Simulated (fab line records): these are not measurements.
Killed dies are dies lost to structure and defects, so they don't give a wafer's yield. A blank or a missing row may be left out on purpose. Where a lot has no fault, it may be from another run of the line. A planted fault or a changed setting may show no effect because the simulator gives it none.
Matching of chambers :: flow gf180mcu :: 4 sister chambers for GF_V1_CMP_26 on cmp-02
The step polishes, stops on SiO2, t overpolish 15 s, target thk 0 nm. 33 wafers are shown with their chamber, then 12 later ones without.

## EACH WAFER AND ITS CHAMBER
wafer: L074.2
chamber: 0
motor current A (A): 12.5
time to endpoint s (s): 91
overpolish run s (s): 14.989

wafer: L074.3
chamber: 1
motor current A (A): 10.4
time to endpoint s (s): 84
overpolish run s (s): 15.000

wafer: L074.5
chamber: 0
motor current A (A): 12.1
time to endpoint s (s): 91
overpolish run s (s): 14.991

wafer: L075.3
chamber: 1
motor current A (A): 10.3
time to endpoint s (s): 83
overpolish run s (s): 15.004

wafer: L075.4
chamber: 3
motor current A (A): 9.2
time to endpoint s (s): 85
overpolish run s (s): 15.002

wafer: L075.6
chamber: 1
motor current A (A): 10.5
time to endpoint s (s): 82
overpolish run s (s): 14.981

wafer: L076.1
chamber: 2
motor current A (A): 10.6
time to endpoint s (s): 88
overpolish run s (s): 15.004

wafer: L076.2
chamber: 1
motor current A (A): 10.1
time to endpoint s (s): 83
overpolish run s (s): 15.002

wafer: L076.3
chamber: 3
motor current A (A): 9.7
time to endpoint s (s): 85
overpolish run s (s): 15.007

wafer: L077.4
chamber: 1
motor current A (A): 10.4
time to endpoint s (s): 81
overpolish run s (s): 14.996

wafer: L077.5
chamber: 1
motor current A (A): 10.3
time to endpoint s (s): 80
overpolish run s (s): 14.974

wafer: L077.6
chamber: 0
motor current A (A): 12.5
time to endpoint s (s): 86
overpolish run s (s): 14.997

wafer: L078.2
chamber: 1
motor current A (A): 10.3
time to endpoint s (s): 79
overpolish run s (s): 15.013

wafer: L078.3
chamber: 2
motor current A (A): 11.0
time to endpoint s (s): 83
overpolish run s (s): 14.992

wafer: L078.6
chamber: 1
motor current A (A): 10.6
time to endpoint s (s): 80
overpolish run s (s): 14.994

wafer: L080.3
chamber: 3
motor current A (A): 9.4
time to endpoint s (s): 79
overpolish run s (s): 14.993

wafer: L080.4
chamber: 1
motor current A (A): 9.9
time to endpoint s (s): 78
overpolish run s (s): 14.997

wafer: L080.6
chamber: 0
motor current A (A): 12.6
time to endpoint s (s): 82
overpolish run s (s): 14.999

wafer: L082.2
chamber: 0
motor current A (A): 13.0
time to endpoint s (s): 83
overpolish run s (s): 14.988

wafer: L082.4
chamber: 3
motor current A (A): 9.4
time to endpoint s (s): 80
overpolish run s (s): 15.009

wafer: L082.5
chamber: 2
motor current A (A): 10.7
time to endpoint s (s): 83
overpolish run s (s): 15.013

wafer: L084.3
chamber: 3
motor current A (A): 10.1
time to endpoint s (s): 83
overpolish run s (s): 15.004

wafer: L084.4
chamber: 2
motor current A (A): 10.3
time to endpoint s (s): 85
overpolish run s (s): 14.992

wafer: L084.5
chamber: 1
motor current A (A): 10.5
time to endpoint s (s): 81
overpolish run s (s): 15.004

wafer: L085.2
chamber: 0
motor current A (A): 12.3
time to endpoint s (s): 84
overpolish run s (s): 14.982

wafer: L085.3
chamber: 3
motor current A (A): 9.8
time to endpoint s (s): 82
overpolish run s (s): 15.007

wafer: L085.5
chamber: 0
motor current A (A): 12.3
time to endpoint s (s): 81
overpolish run s (s): 14.993

wafer: L087.1
chamber: 0
motor current A (A): 12.3
time to endpoint s (s): 84
overpolish run s (s): 14.991

wafer: L087.2
chamber: 3
motor current A (A): 9.5
time to endpoint s (s): 89
overpolish run s (s): 15.007

wafer: L087.5
chamber: 2
motor current A (A): 10.3
time to endpoint s (s): 86
overpolish run s (s): 14.991

wafer: L088.2
chamber: 2
motor current A (A): 10.2
time to endpoint s (s): 85
overpolish run s (s): 15.003

wafer: L088.4
chamber: 0
motor current A (A): 11.6
time to endpoint s (s): 83
overpolish run s (s): 14.986

wafer: L088.5
chamber: 0
motor current A (A): 12.2
time to endpoint s (s): 85
overpolish run s (s): 14.998

SIGNATURES (averages over the wafers above)
reading: motor current A
chamber 0: 12.340
chamber 1: 10.330
chamber 2: 10.517
chamber 3: 9.586
scatter within a chamber: 0.298

reading: time to endpoint s
chamber 0: 85.00
chamber 1: 81.10
chamber 2: 85.00
chamber 3: 83.29
scatter within a chamber: 2.81

reading: overpolish run s
chamber 0: 14.99140
chamber 1: 14.99650
chamber 2: 14.99917
chamber 3: 15.00414
scatter within a chamber: 0.00836
Rule: for each reading, subtract the chamber's mean from the wafer's reading, divide by that reading's scatter and square the result; add these up over the readings and take the root, which gives the wafer's distance from the chamber. The wafer belongs to the nearest chamber; if the next one is less than 2 further off, it can't be placed. The scatter: the root of (the sum of the squares of (reading less its chamber's mean) over the shown wafers, divided by (wafers less chambers)).

## WAFERS WITH NO CHAMBER GIVEN
wafer: L090.1
motor current A (A): 12.4
time to endpoint s (s): 87
overpolish run s (s): 14.985

wafer: L090.2
motor current A (A): 10.0
time to endpoint s (s): 78
overpolish run s (s): 14.993

wafer: L090.5
motor current A (A): 12.5
time to endpoint s (s): 86
overpolish run s (s): 14.979

wafer: L091.2
motor current A (A): 9.9
time to endpoint s (s): 83
overpolish run s (s): 14.996

wafer: L091.3
motor current A (A): 10.2
time to endpoint s (s): 85
overpolish run s (s): 14.994

wafer: L091.6
motor current A (A): 10.8
time to endpoint s (s): 79
overpolish run s (s): 15.002

wafer: L095.2
motor current A (A): 12.4
time to endpoint s (s): 85
overpolish run s (s): 15.014

wafer: L095.3
motor current A (A): 10.7
time to endpoint s (s): 83
overpolish run s (s): 15.005

wafer: L095.6
motor current A (A): 11.6
time to endpoint s (s): 81
overpolish run s (s): 14.996

wafer: L096.2
motor current A (A): 9.5
time to endpoint s (s): 84
overpolish run s (s): 15.010

wafer: L096.5
motor current A (A): 9.6
time to endpoint s (s): 83
overpolish run s (s): 14.998

wafer: L096.6
motor current A (A): 10.4
time to endpoint s (s): 86
overpolish run s (s): 15.022

## THE CHAMBER EACH PASSED THROUGH
wafer: L090.1
from the rows above: 0
in truth: 0

wafer: L090.2
from the rows above: can't be placed: 1 or 3 or 2
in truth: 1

wafer: L090.5
from the rows above: 0
in truth: 0

wafer: L091.2
from the rows above: can't be placed: 3 or 1 or 2
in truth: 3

wafer: L091.3
from the rows above: can't be placed: 2 or 1 or 3
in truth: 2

wafer: L091.6
from the rows above: can't be placed: 1 or 2
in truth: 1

wafer: L095.2
from the rows above: 0
in truth: 0

wafer: L095.3
from the rows above: can't be placed: 2 or 1
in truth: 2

wafer: L095.6
from the rows above: can't be placed: 0 or 2 or 1
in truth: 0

wafer: L096.2
from the rows above: 3
in truth: 3

wafer: L096.5
from the rows above: can't be placed: 3 or 1
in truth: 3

wafer: L096.6
from the rows above: can't be placed: 2 or 1 or 3
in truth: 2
Placed correctly: 4 of 12. From these rows, 8 cannot be placed; in 8 the true chamber is one of the candidates. Placed wrongly: 0.
